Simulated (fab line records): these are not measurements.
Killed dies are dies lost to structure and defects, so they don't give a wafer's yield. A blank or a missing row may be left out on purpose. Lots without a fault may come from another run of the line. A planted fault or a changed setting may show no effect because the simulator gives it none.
Matching of chambers + flow gf180mcu + GF_V2_ETCH_16 on rie_diel-04: 4 sister chambers
The step etches BARC in N2/H2. 8 wafers are shown with their chamber, then 12 later ones without.

== WAFERS PAIRED WITH THEIR CHAMBERS ==
| wafer  | chamber | drypump_motor_current_A (A) | oes_product_au (a.u.) |
|--------|---------|-----------------------------|-----------------------|
| L080.5 | 2       | 5.4                         | 0.856                 |
| L083.5 | 3       | 6.1                         | 0.860                 |
| L087.2 | 1       | 6.2                         | 0.855                 |
| L087.3 | 0       | 5.2                         | 0.854                 |
| L087.4 | 2       | 5.4                         | 0.847                 |
| L088.1 | 3       | 6.1                         | 0.861                 |
| L088.4 | 0       | 5.3                         | 0.856                 |
| L088.5 | 1       | 6.2                         | 0.855                 |

== WAFERS WHOSE CHAMBER IS MISSING ==
| wafer  | drypump_motor_current_A (A) | oes_product_au (a.u.) |
|--------|-----------------------------|-----------------------|
| L089.1 | 5.4                         | 0.852                 |
| L089.4 | 6.2                         | 0.862                 |
| L089.5 | 5.4                         | 0.853                 |
| L091.1 | 6.1                         | 0.854                 |
| L091.5 | 5.3                         | 0.849                 |
| L091.6 | 6.1                         | 0.857                 |
| L094.1 | 6.2                         | 0.857                 |
| L094.3 | 6.1                         | 0.865                 |
| L094.4 | 5.3                         | 0.853                 |
| L096.2 | 5.3                         | 0.862                 |
| L096.3 | 5.4                         | 0.854                 |
| L096.5 | 6.1                         | 0.858                 |

== THE CHAMBER EACH PASSED THROUGH ==
| wafer  | from the rows above     | in truth                   |
|--------|-------------------------|----------------------------|
| L089.1 | 2                       | 2                          |
| L089.4 | can't be placed: 1 or 3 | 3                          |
| L089.5 | 2                       | 2                          |
| L091.1 | can't be placed: 3 or 1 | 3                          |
| L091.5 | can't be placed: 0 or 2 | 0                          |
| L091.6 | can't be placed: 3 or 1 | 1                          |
| L094.1 | 1                       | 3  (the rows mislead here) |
| L094.3 | 3                       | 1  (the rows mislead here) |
| L094.4 | can't be placed: 0 or 2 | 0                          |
| L096.2 | can't be placed: 0 or 2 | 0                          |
| L096.3 | 2                       | 2                          |
| L096.5 | 3                       | 3                          |
Placed correctly: 4 of 12. Not placeable from these rows: 6 (in 6, the candidates include the true chamber). Placed wrongly: 2.
How it was worked out, from the rows above alone: a wafer's distance from a chamber is the root of the sum, over the readings, of the square of ((its reading less the chamber's mean) divided by the reading's scatter). The wafer belongs to the nearest chamber; if the next one is less than 2 further off, it can't be placed. The mean given for a chamber averages the wafers shown for that chamber. The scatter: take each reading less its chamber's mean, square it, sum over the shown wafers, divide by the number of wafers less the number of chambers, and take the root.
